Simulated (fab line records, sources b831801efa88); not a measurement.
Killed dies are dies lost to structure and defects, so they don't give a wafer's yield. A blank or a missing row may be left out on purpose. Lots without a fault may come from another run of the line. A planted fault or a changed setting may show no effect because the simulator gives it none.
Which tool did it? | flow gf180mcu | 14 lots, 42 wafers sampled, at 5 steps of a route of 602

WHAT THE GAUGES READ, wafer by wafer
GF_VT_IMPLANT_RS_MEAS_48: measures by four-point-probe.
lot  | measured     | on            | LVPWELL_RS (ohm/sq)
L544 | day 7 11:07  | film_metro-04 | 1196 1199 1195
L545 | day 7 21:23  | film_metro-02 | 1201 1195 1197
L546 | day 8 06:16  | film_metro-04 | 1197 1194 1197
L547 | day 8 07:08  | film_metro-03 | 1199 1195 1195
L548 | day 8 13:10  | film_metro-03 | 1200 1201 1200
L553 | day 9 23:30  | film_metro-03 | 1288 1282 1287
L554 | day 10 05:35 | film_metro-03 | 1290 1288 1286
L560 | day 11 22:23 | film_metro-02 | 1198 1196 1196
L561 | day 12 03:35 | film_metro-02 | 1194 1194 1193
L563 | day 12 17:22 | film_metro-02 | 1198 1195 1192
L564 | day 12 21:52 | film_metro-04 | 1190 1192 1194
L565 | day 13 05:29 | film_metro-03 | 1195 1194 1194
L566 | day 13 12:42 | film_metro-02 | 1198 1198 1200
L567 | day 14 04:52 | film_metro-04 | 1197 1197 1199

GF_DUAL_GATE_THK_MEAS_03.
lot  | measured     | on            | DUAL_GATE_OXIDATION_00_THK (nm)
L544 | day 7 18:22  | film_metro-04 | 11.11 11.10 11.13
L545 | day 8 00:10  | film_metro-02 | 10.81 10.91 10.90
L546 | day 8 08:07  | film_metro-01 | 10.89 10.93 10.97
L547 | day 8 09:34  | film_metro-04 | 10.97 10.90 10.72
L548 | day 8 17:05  | film_metro-04 | 11.32 11.02 11.07
L553 | day 10 05:16 | film_metro-02 | 10.61 10.85 10.77
L554 | day 10 08:37 | film_metro-02 | 10.56 10.41 10.64
L560 | day 12 03:18 | film_metro-04 | 10.83 10.67 10.82
L561 | day 12 07:33 | film_metro-02 | 11.03 11.19 11.21
L563 | day 12 19:14 | film_metro-01 | 10.81 10.38 10.79
L564 | day 12 23:58 | film_metro-02 | 10.85 10.80 10.70
L565 | day 13 07:24 | film_metro-04 | 10.96 10.85 10.88
L566 | day 13 14:58 | film_metro-01 | 10.98 10.96 11.03
L567 | day 14 06:49 | film_metro-02 | 11.08 11.12 11.22

GF_V1_CD_MEAS_14: target cd 260 nm.
lot  | measured     | on        | cd_nm (nm)
L544 | day 18 02:52 | cd_sem-01 | 258.4 259.4 258.4
L545 | day 18 06:40 | cd_sem-01 | 256.9 257.2 258.3
L546 | day 18 22:22 | cd_sem-01 | 262.3 260.8 261.2
L547 | day 19 01:00 | cd_sem-01 | 261.5 261.1 261.3
L548 | day 19 11:31 | cd_sem-01 | 259.7 260.4 259.8
L553 | day 21 16:55 | cd_sem-01 | 260.8 261.5 260.2
L554 | day 21 20:15 | cd_sem-01 | 258.6 259.6 259.5
L560 | day 23 21:59 | cd_sem-02 | 259.4 258.9 259.8
L561 | day 24 02:53 | cd_sem-01 | 259.9 259.8 259.6
L563 | day 24 15:04 | cd_sem-01 | 259.9 260.4 260.3
L564 | day 24 22:43 | cd_sem-02 | 261.1 261.6 262.1
L565 | day 25 06:09 | cd_sem-01 | 260.0 261.2 261.0
L566 | day 25 17:57 | cd_sem-01 | 261.5 261.6 260.0
L567 | day 26 06:43 | cd_sem-01 | 258.0 259.9 259.6

GF_V2_THK_MEAS_01.
lot  | measured     | on            | V2_CVD_00_THK (nm)
L544 | day 19 05:24 | film_metro-04 | 602 605 600
L545 | day 19 09:25 | film_metro-02 | 616 605 608
L546 | day 20 00:55 | film_metro-04 | 601 594 597
L547 | day 20 03:45 | film_metro-04 | 593 594 588
L548 | day 20 14:11 | film_metro-02 | 600 598 609
L553 | day 22 18:52 | film_metro-03 | 605 602 599
L554 | day 22 22:25 | film_metro-04 | 600 599 598
L560 | day 24 23:17 | film_metro-03 | 597 594 603
L561 | day 25 03:30 | film_metro-02 | 596 600 590
L563 | day 25 15:04 | film_metro-03 | 600 594 594
L564 | day 25 22:16 | film_metro-04 | 609 596 598
L565 | day 26 05:23 | film_metro-02 | 602 599 600
L566 | day 26 16:34 | film_metro-02 | 595 602 605
L567 | day 27 05:57 | film_metro-04 | 606 605 599

WHICH TOOL RAN EACH LOT (tool, then ch and the chambers of the sampled wafers, then the start)
lot  | GF_LVPWELL_IMPLANT_09
L544 | implanter-01 ch 0, day 3 20:13
L545 | implanter-03 ch 0, day 4 05:24
L546 | implanter-03 ch 0, day 4 12:47
L547 | implanter-01 ch 0, day 4 13:00
L548 | implanter-01 ch 0, day 4 18:53
L553 | implanter-02 ch 0, day 6 00:01
L554 | implanter-02 ch 0, day 6 05:02
L560 | implanter-01 ch 0, day 7 15:21
L561 | implanter-01 ch 0, day 7 19:59
L563 | implanter-01 ch 0, day 8 06:58
L564 | implanter-01 ch 0, day 8 12:10
L565 | implanter-01 ch 0, day 8 16:06
L566 | implanter-02 ch 0, day 8 22:29
L567 | implanter-02 ch 0, day 9 11:01
- GF_LVPWELL_IMPLANT_09

WHAT THE TOOLS THEMSELVES READ (means of the sampled wafers that have a number; where no wafer has one, the mark that the record gives instead)
GF_LVPWELL_IMPLANT_09.
lot  | tool         | dose_ions_cm2 | faraday_current_uA
L544 | implanter-01 | 4.998e+12     | 27.6
L545 | implanter-03 | 4.994e+12     | 28.1
L546 | implanter-03 | 5.000e+12     | 28.3
L547 | implanter-01 | 4.998e+12     | 28.9
L548 | implanter-01 | 5.004e+12     | 28.1
L553 | implanter-02 | 3.172e+12     | 18.1
L554 | implanter-02 | 3.178e+12     | 17.6
L560 | implanter-01 | 4.996e+12     | 28.3
L561 | implanter-01 | 4.994e+12     | 28.5
L563 | implanter-01 | 4.999e+12     | 28.1
L564 | implanter-01 | 4.997e+12     | 28.2
L565 | implanter-01 | 5.004e+12     | 28.3
L566 | implanter-02 | 4.996e+12     | 27.9
L567 | implanter-02 | 4.999e+12     | 28.5

THE ANSWER, worked out from the rows above alone
Rule: what is usual is taken from the lots themselves. Put in order of their means at a reading, lots are off if they are a third of the lots or fewer, leave a main group of 4 or more, and stand apart from it by a gap of 3 or more times the standard deviation of the main group's means; of several such gaps the widest counts. A main group whose means are all the same, to the digits that the tables above print for the reading, isn't used. A lot without any number at a reading at which 4 lots or more have one is off too. The other lots that the step has rows for count as sound. The gauges are gone through in route order, then the tools' own readings, and for those a lot's mean is taken as printed above. The first step at which some lot is off is used, and at that step the reading that is off furthest; a lot without a number counts as furthest.
Off: L553, L554, at GF_VT_IMPLANT_RS_MEAS_48 (LVPWELL_RS). The main group: mean 1196 ohm/sq, standard deviation 2.2.
A tool fits if, at a process step before that reading, it ran every lot that is off, and no sound lot after the first of them. The gauges at GF_VT_IMPLANT_RS_MEAS_48 aren't tried: what is off there is off at GF_LVPWELL_IMPLANT_09 too, on other tools, and a gauge's error can't cause that. None of those tried fits.

WHAT THE SIMULATOR HAD PUT IN
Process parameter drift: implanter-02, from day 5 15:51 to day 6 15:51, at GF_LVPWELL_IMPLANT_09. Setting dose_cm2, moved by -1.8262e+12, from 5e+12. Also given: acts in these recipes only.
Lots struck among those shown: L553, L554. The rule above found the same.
